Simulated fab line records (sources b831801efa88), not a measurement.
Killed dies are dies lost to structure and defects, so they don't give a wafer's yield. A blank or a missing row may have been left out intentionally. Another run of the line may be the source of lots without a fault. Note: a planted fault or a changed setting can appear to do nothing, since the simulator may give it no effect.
fab line records	flow gf180mcu
record lots=10	wafers=30	last_day=33
route steps=602 shown CONTACT@289 M3@411 V3@450
lots that met no fault: from a run of the same line without faults
start_h: hours from the record's first day to the start of the lot's first wafer shown	wait_h: how many hours have passed since the lot's step before this one	" repeats the value in the row above	L1.1+2: a single row standing in for several wafers	- no value present, or no start provided	* or withheld: withheld	< > ~ a bound
route shown NAME@n: a module of which the file shows steps, and the number in the route of the first	usual: mean/standard deviation of fault-free wafers	same: alike in all rows	chamber/n: place in a boat	sites: each site's reading	_std_site: standard deviation across them	_edge_site: outer sites' mean less inner sites'	radius_mm: for every site, how far away it sits from the centre of the wafer	mask NAME#n: copy n	behind: the tool/chamber that last shaped the wafer	hold: what put the lot on hold/how long, in hours/how the hold closed	device: the n, p or np transistor that did not switch	end of line: tests run on the same wafers once the route is complete	where a step has no rows: the recipe by itself	killed: dies lost to structure and defects at the first sort, not the wafer's yield	map: dies across one wafer; x = killed, . = not, _ = none there
set.NAME: the run value of the setting; set.NAME@STEP: its run value at that earlier step	model.NAME: the simulator's own value behind a step, which no gauge read
route steps across a sampled set of lots; one table per step, one row per wafer
services: when a tool's chamber went out of use (start_h, in hours from the record's first day, below 0 if earlier), for how many hours, and the reason
## steps
# step GF_CONTACT_CVD_02
# recipe material=SiO2	target_thk_nm=860	precursor=TEOS	temp_c=400	time_s=95.992	rf_w=600
# usual heater_power_w=622/88
# same time_s=95.992
lot.wafer	tool	chamber	start_h	wait_h	heater_power_w
L651.4	pecvd-04	0	339.06	0.1	722
L651.5	"	1	"	"	592
L651.6	"	2	"	"	651
L652.3	pecvd-04	2	348.37	0.0	654
L652.5	"	0	"	"	702
L652.6	"	1	"	"	657
L654.1	pecvd-01	2	374.84	0.1	793
L654.2	"	0	"	"	589
L654.3	"	1	"	"	560
L653.4	pecvd-01	1	379.23	0.1	499
L653.5	"	0	"	"	580
L653.6	"	2	"	"	756
L655.2	pecvd-03	1	394.79	0.0	633
L655.4	"	1	"	"	690
L655.5	"	0	"	"	494
L656.1	pecvd-01	0	408.14	0.1	596
L656.3	"	1	"	"	487
L656.4	"	1	"	"	512
L664.1	pecvd-03	0	464.54	0.1	546
L664.2	"	2	"	"	769
L664.4	"	2	"	"	600
L667.1	pecvd-04	1	486.45	0.1	607
L667.2	"	2	"	"	581
L667.6	"	2	"	"	622
L668.1	pecvd-04	0	496.83	0.1	659
L668.4	"	1	"	"	523
L668.5	"	2	"	"	628
L669.4	pecvd-04	2	505.89	0.1	666
L669.5	"	1	"	"	608
L669.6	"	0	"	"	764
# step GF_CONTACT_SPUTTER_22
# recipe material=Ti	target_thk_nm=15	chamber_pressure_pa=5	power_w=2500	substrate_temp_c=200	time_s=80.02
# usual substrate_temp_c=200.02/0.16	throttle_valve_pct=29.9/0.72
# same time_s=80.02
lot.wafer	tool	chamber	start_h	wait_h	substrate_temp_c	throttle_valve_pct
L651.4	pvd_sputter-02	-	361.87	0.0	200.25	29.2
L651.5	"	-	"	"	200.12	29.9
L651.6	"	-	"	"	199.82	30.0
L652.3	pvd_sputter-02	-	371.27	0.0	199.89	29.7
L652.5	"	-	"	"	199.96	30.1
L652.6	"	-	"	"	200.33	29.3
L654.1	pvd_sputter-02	-	398.66	0.0	200.26	29.4
L654.2	"	-	"	"	200.14	30.6
L654.3	"	-	"	"	200.23	30.0
L653.4	pvd_sputter-02	-	403.97	0.0	199.74	30.7
L653.5	"	-	"	"	199.93	29.6
L653.6	"	-	"	"	199.90	30.1
L655.2	pvd_sputter-04	-	419.07	0.0	200.20	30.0
L655.4	"	-	"	"	199.93	28.5
L655.5	"	-	"	"	200.14	29.5
L656.1	pvd_sputter-02	-	432.52	0.0	200.09	29.8
L656.3	"	-	"	"	199.91	29.1
L656.4	"	-	"	"	199.82	30.6
L664.1	pvd_sputter-02	-	489.73	0.0	200.24	29.1
L664.2	"	-	"	"	199.96	30.7
L664.4	"	-	"	"	200.12	29.9
L667.1	pvd_sputter-02	-	511.67	0.0	200.09	30.7
L667.2	"	-	"	"	200.02	29.4
L667.6	"	-	"	"	199.89	29.2
L668.1	pvd_sputter-02	-	521.26	0.0	200.00	29.9
L668.4	"	-	"	"	200.36	28.9
L668.5	"	-	"	"	200.14	28.9
L669.4	pvd_sputter-03	-	530.32	0.0	200.08	29.3
L669.5	"	-	"	"	199.77	29.3
L669.6	"	-	"	"	200.12	29.6
# step GF_M3_SPUTTER_02
# recipe material=AlCu	target_thk_nm=450	power_w=10600	time_s=23.9	chamber_pressure_pa=0.4
# usual throttle_valve_pct=30.2/1.1
lot.wafer	tool	chamber	start_h	wait_h	throttle_valve_pct
L651.4	pvd_sputter-03	-	462.14	0.0	31.2
L651.5	"	-	"	"	31.2
L651.6	"	-	"	"	29.5
L652.3	pvd_sputter-01	-	471.93	0.0	31.8
L652.5	"	-	"	"	31.5
L652.6	"	-	"	"	30.7
L654.1	pvd_sputter-03	-	501.21	0.0	29.1
L654.2	"	-	"	"	31.4
L654.3	"	-	"	"	29.2
L653.4	pvd_sputter-03	-	507.59	0.0	29.2
L653.5	"	-	"	"	29.5
L653.6	"	-	"	"	29.0
L655.2	pvd_sputter-01	-	521.94	0.0	31.7
L655.4	"	-	"	"	31.8
L655.5	"	-	"	"	29.0
L656.1	pvd_sputter-01	-	535.00	0.0	31.6
L656.3	"	-	"	"	29.4
L656.4	"	-	"	"	31.7
L664.1	pvd_sputter-03	-	586.51	0.0	29.6
L664.2	"	-	"	"	29.7
L664.4	"	-	"	"	31.3
L667.1	pvd_sputter-02	-	607.53	0.0	29.4
L667.2	"	-	"	"	29.9
L667.6	"	-	"	"	30.0
L668.1	pvd_sputter-01	-	615.74	0.0	31.5
L668.4	"	-	"	"	29.1
L668.5	"	-	"	"	32.0
L669.4	pvd_sputter-01	-	622.20	0.0	29.1
L669.5	"	-	"	"	29.0
L669.6	"	-	"	"	31.9
# step GF_M3_RS_MEAS_05
# recipe thk_meas_gauge=four-point-probe	reads=TiN_of_M3_SPUTTER_04+Ti_of_M3_SPUTTER_03+AlCu_of_M3_SPUTTER_02+TiN_of_M3_SPUTTER_01+Ti_of_M3_SPUTTER_00
# usual M3_ALCU_RS=0.0695/0.0007
lot.wafer	tool	chamber	start_h	wait_h	hold	M3_ALCU_RS[ohm/sq]
L651.4	film_metro-02	-	462.29	0.1	-	0.0693
L651.5	"	-	"	"	-	0.0694
L651.6	"	-	"	"	-	0.0695
L652.3	film_metro-04	-	472.07	0.1	-	0.0701
L652.5	"	-	"	"	-	0.0692
L652.6	"	-	"	"	-	0.0685
L654.1	film_metro-02	-	501.30	0.0	-	0.0696
L654.2	"	-	"	"	-	0.0693
L654.3	"	-	"	"	-	0.0696
L653.4	film_metro-02	-	507.74	0.1	-	0.0688
L653.5	"	-	"	"	-	0.0684
L653.6	"	-	"	"	-	0.0684
L655.2	film_metro-02	-	522.05	0.0	-	0.0696
L655.4	"	-	"	"	-	0.0683
L655.5	"	-	"	"	-	0.0687
L656.1	film_metro-02	-	535.09	0.0	-	0.0691
L656.3	"	-	"	"	-	0.0701
L656.4	"	-	"	"	-	0.0703
L664.1	film_metro-01	-	586.60	0.0	await_dispo/0.2h/release	0.0699
L664.2	"	-	"	"	await_dispo/0.2h/release	0.0925
L664.4	"	-	"	"	await_dispo/0.2h/release	0.0702
L664.1	film_metro-01	-	586.88	0.3	-	0.0700
L664.2	"	-	"	"	-	0.0925
L664.4	"	-	"	"	-	0.0702
L667.1	film_metro-04	-	607.62	0.0	-	0.0704
L667.2	"	-	"	"	-	0.0703
L667.6	"	-	"	"	-	0.0710
L668.1	film_metro-01	-	615.83	0.0	-	0.0683
L668.4	"	-	"	"	-	0.0685
L668.5	"	-	"	"	-	0.0681
L669.4	film_metro-02	-	622.36	0.1	-	0.0708
L669.5	"	-	"	"	-	0.0709
L669.6	"	-	"	"	-	0.0712
# step GF_M3_THK_MEAS_06
# recipe thk_meas_gauge=xrf	reads=AlCu_of_M3_SPUTTER_02
# usual M3_ALCU_THK=448/5.3
lot.wafer	tool	chamber	start_h	wait_h	hold	M3_ALCU_THK[nm]
L651.4	film_metro-02	-	462.38	0.1	-	449
L651.5	"	-	"	"	-	449
L651.6	"	-	"	"	-	446
L652.3	film_metro-04	-	472.17	0.1	-	443
L652.5	"	-	"	"	-	447
L652.6	"	-	"	"	-	452
L654.1	film_metro-02	-	501.42	0.1	-	445
L654.2	"	-	"	"	-	448
L654.3	"	-	"	"	-	447
L653.4	film_metro-02	-	507.83	0.1	-	455
L653.5	"	-	"	"	-	457
L653.6	"	-	"	"	-	455
L655.2	film_metro-02	-	522.16	0.1	-	449
L655.4	"	-	"	"	-	456
L655.5	"	-	"	"	-	452
L656.1	film_metro-02	-	535.21	0.1	-	446
L656.3	"	-	"	"	-	442
L656.4	"	-	"	"	-	440
L664.1	film_metro-01	-	589.39	2.5	await_dispo/0.2h/release	445
L664.2	"	-	"	"	await_dispo/0.2h/release	337
L664.4	"	-	"	"	await_dispo/0.2h/release	447
L664.1	film_metro-01	-	589.62	0.2	-	444
L664.2	"	-	"	"	-	339
L664.4	"	-	"	"	-	446
L667.1	film_metro-04	-	607.74	0.1	-	441
L667.2	"	-	"	"	-	443
L667.6	"	-	"	"	-	440
L668.1	film_metro-01	-	615.95	0.1	-	456
L668.4	"	-	"	"	-	457
L668.5	"	-	"	"	-	461
L669.4	film_metro-02	-	622.45	0.1	-	442
L669.5	"	-	"	"	-	440
L669.6	"	-	"	"	-	438
# step GF_M3_METAL_ETCH_16
# recipe chemistry=Cl2/BCl3	mask_material=KrF	target_depth_nm=627.5	stop_on=SiO2	pressure_mtorr=8	icp_w=800	bias_w=140	Cl2_flow_sccm=80	bcl3_flow_sccm=40	time_s=104.6
# usual drypump_motor_current_A=5.3/0.39	oes_product_au=0.973/0.0065	throttle_valve_pct=28.251/0.01
# same time_s=104.6
lot.wafer	tool	chamber	start_h	wait_h	drypump_motor_current_A	oes_product_au	rf_hours_counter_h	throttle_valve_pct
L651.4	rie_metal-02	1	486.30	0.0	5.7	0.975	-	28.256
L651.5	"	1	"	"	5.7	0.970	-	28.249
L651.6	"	0	"	"	5.3	0.971	-	28.258
L652.3	rie_metal-03	1	496.70	0.1	5.6	0.972	-	28.263
L652.5	"	0	"	"	4.7	0.983	-	28.253
L652.6	"	1	"	"	5.6	0.983	-	28.223
L654.1	rie_metal-02	0	524.87	0.0	5.3	0.972	7	28.247
L654.2	"	1	"	"	5.8	0.980	2	28.260
L654.3	"	1	"	"	5.7	0.977	-	28.242
L653.4	rie_metal-04	0	531.62	0.1	5.0	0.969	-	28.249
L653.5	"	0	"	"	5.0	0.980	-	28.233
L653.6	"	0	"	"	5.0	0.975	-	28.240
L655.2	rie_metal-03	1	544.57	0.0	5.6	0.975	11	28.258
L655.4	"	1	"	"	5.7	0.984	-	28.239
L655.5	"	0	"	"	4.7	0.977	-	28.241
L656.1	rie_metal-03	0	558.11	0.0	4.6	0.974	10	28.259
L656.3	"	1	"	"	5.6	0.973	-	28.257
L656.4	"	0	"	"	4.7	0.963	-	28.248
L664.1	rie_metal-03	0	607.56	0.0	4.7	0.968	12	28.248
L664.2	"	1	"	"	5.6	0.865	0	28.376
L664.4	"	1	"	"	5.6	0.983	-	28.265
L667.1	rie_metal-04	0	628.11	0.0	5.0	0.967	7	28.250
L667.2	"	1	"	"	5.5	0.965	7	28.259
L667.6	"	1	"	"	5.5	0.968	-	28.253
L668.1	rie_metal-04	0	635.57	0.0	5.0	0.980	8	28.249
L668.4	"	0	"	"	5.0	0.965	-	28.254
L668.5	"	0	"	"	5.0	0.977	-	28.247
L669.4	rie_metal-02	1	643.00	0.0	5.7	0.962	-	28.270
L669.5	"	1	"	"	5.7	0.969	-	28.265
L669.6	"	0	"	"	5.3	0.957	-	28.235
# step GF_V3_SPUTTER_21
# recipe material=Ti	target_thk_nm=15	chamber_pressure_pa=5	power_w=2500	substrate_temp_c=200	time_s=80.02
# usual substrate_temp_c=200.00/0.15	throttle_valve_pct=30.0/0.91
# same time_s=80.02
lot.wafer	tool	chamber	start_h	wait_h	substrate_temp_c	throttle_valve_pct
L651.4	pvd_sputter-04	-	512.58	0.0	199.96	29.1
L651.5	"	-	"	"	199.90	28.2
L651.6	"	-	"	"	200.18	30.7
L652.3	pvd_sputter-04	-	522.98	0.0	199.88	30.2
L652.5	"	-	"	"	200.05	30.7
L652.6	"	-	"	"	200.04	29.1
L654.1	pvd_sputter-01	-	549.51	0.0	199.94	31.7
L654.2	"	-	"	"	199.60	30.4
L654.3	"	-	"	"	200.06	31.8
L653.4	pvd_sputter-02	-	555.49	0.0	199.99	30.2
L653.5	"	-	"	"	200.15	30.8
L653.6	"	-	"	"	199.91	29.8
L655.2	pvd_sputter-04	-	569.42	0.0	199.88	30.1
L655.4	"	-	"	"	199.84	29.4
L655.5	"	-	"	"	199.97	30.8
L656.1	pvd_sputter-02	-	581.56	0.0	200.10	30.0
L656.3	"	-	"	"	200.07	29.8
L656.4	"	-	"	"	199.81	29.1
L664.1	pvd_sputter-02	-	629.95	0.0	200.08	29.9
L664.2	"	-	"	"	200.04	29.8
L664.4	"	-	"	"	200.13	29.3
L667.1	pvd_sputter-01	-	649.63	0.0	199.99	31.4
L667.2	"	-	"	"	200.20	29.3
L667.6	"	-	"	"	199.98	31.8
L668.1	pvd_sputter-04	-	657.62	0.0	200.15	30.1
L668.4	"	-	"	"	200.05	28.5
L668.5	"	-	"	"	199.99	28.4
L669.4	pvd_sputter-02	-	664.42	0.0	199.98	30.7
L669.5	"	-	"	"	199.78	30.1
L669.6	"	-	"	"	200.04	29.2
## services
tool	chamber	start_h	hours	kind
pecvd-01	2	324.81	5.7	repair
pecvd-01	-	329.71	14.6	pm
pvd_sputter-02	-	348.62	9.6	repair
rie_metal-02	0	369.55	41.6	repair
pecvd-01	-	371.10	0.4	repair
pecvd-04	-	383.03	1.0	repair
rie_metal-04	-	391.66	0.9	repair
pvd_sputter-01	-	405.16	5.3	repair
rie_metal-03	-	406.72	0.2	repair
rie_metal-04	-	427.95	1.4	pm
rie_metal-04	1	453.32	140.2	repair
pvd_sputter-04	-	467.62	11.1	repair
pvd_sputter-04	-	518.63	1.4	repair
pvd_sputter-03	-	536.65	5.2	repair
pecvd-04	-	539.65	14.6	pm
pecvd-01	-	549.44	1.1	repair
pecvd-01	1	550.16	9.0	repair
pvd_sputter-01	-	584.88	11.2	repair
rie_metal-03	-	585.30	0.1	repair
pecvd-04	-	591.12	14.0	pm
pvd_sputter-03	-	598.22	2.1	repair
rie_metal-03	-	622.40	0.4	repair
rie_metal-03	-	633.53	24.4	repair
pvd_sputter-01	-	637.10	4.1	repair
## key
first_sign step=GF_M3_RS_MEAS_05	reading=visit	direction=added
effect step=GF_M3_RS_MEAS_05	reading=M3_ALCU_RS	direction=up	sigmas=33	usual=0.0695	struck=0.0925
effect step=GF_M3_THK_MEAS_06	reading=visit	direction=added
effect step=GF_M3_THK_MEAS_06	reading=M3_ALCU_THK	direction=down	sigmas=21	usual=448	struck=337
effect step=GF_M3_METAL_ETCH_16	reading=oes_product_au	direction=down	sigmas=17	usual=0.973	struck=0.865
met_at GF_M3_SPUTTER_02
struck_lots L664
struck_wafers L664.2
not_acting_at GF_CONTACT_CVD_02,GF_CONTACT_SPUTTER_22,GF_V3_SPUTTER_21
onset_between 507.59 586.51
fault kind=process_parameter_drift	tool=pvd_sputter-03	chamber=-	onset_h=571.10	steps=GF_M3_SPUTTER_02	channel=target_thk_nm	offset=-105.37	shape=step	end_h=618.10	scope=struck_wafers_only	acts_in=these_recipes_only	stated=450
